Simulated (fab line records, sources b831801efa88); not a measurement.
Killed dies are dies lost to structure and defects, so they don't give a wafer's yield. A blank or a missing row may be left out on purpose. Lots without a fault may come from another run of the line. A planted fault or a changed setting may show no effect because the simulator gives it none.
One fault seen from 2 desks | flow gf180mcu | each desk has only its own numbers; what lay behind them comes last

THE METROLOGY DESK
What the gauges read, lot by lot, whatever tool the lot ran on: means of the sampled wafers that have a number. A lot is out of limits, marked OUT, if its mean lies more than 4 standard deviations from the usual mean; the brackets give that distance.
Columns: A = HV_LDD_TW at GF_HV_LDD_TW_MEAS_11, usual 2403; B = cd_nm at GF_HV_LDD_CD_MEAS_19, usual 399.5 nm; C = HV_LDD_01_OVL at GF_HV_LDD_OVL_MEAS_20, usual 0.1 nm
lot  | first seen here | A    | B     | C
L751 | day 10 06:13    | 2435 | 399.4 | 0.1
L764 | day 14 00:27    | 2413 | 397.2 | 0.7
L767 | day 14 18:57    | 2367 | 397.6 | 0.7
L768 | day 15 05:02    | 2401 | 399.4 | 1.1
L771 | day 16 04:49    | 2405 | 400.6 | -1.2
L773 | day 16 23:13    | 2436 | 402.2 | 0.1
This desk's finding: nothing out of limits on any of the 6 lots.

THE TOOL OWNER'S DESK: implanter-02
The tool's own readings at GF_HV_LDD_IMPLANT_21: means of the sampled wafers that have a number, for each lot that ran on this tool. A lot is out of limits, marked OUT, if its mean lies more than 4 standard deviations from the usual mean; the brackets give that distance.
Columns: A = beam_energy_keV at GF_HV_LDD_IMPLANT_21, usual 25.000
lot  | first seen here | A
L764 | day 14 21:33    | 24.995
L767 | day 15 16:04    | 24.395 (-83) OUT
L768 | day 16 01:45    | 24.390 (-84) OUT
This desk's finding: out of limits on L767, L768; first on L767, day 15 16:04 (beam_energy_keV at GF_HV_LDD_IMPLANT_21). In limits: L764.

PUT TOGETHER
The tool owner's desk could have raised an alarm at day 15 16:04, on L767, L768.
The metrology desk saw nothing out of limits.
The metrology desk has L767, L768 on record, within its limits.
Of the lots named, all ran GF_HV_LDD_IMPLANT_21 on implanter-02.

WHAT THE SIMULATOR HAD PUT IN
Process parameter drift: implanter-02, from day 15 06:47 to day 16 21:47, at GF_HV_LDD_IMPLANT_21. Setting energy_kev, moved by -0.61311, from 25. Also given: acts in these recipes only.
Lots struck among those shown: L767, L768.
Hours from the fault's start to each desk's first reading out of limits: the tool owner's desk, 9.
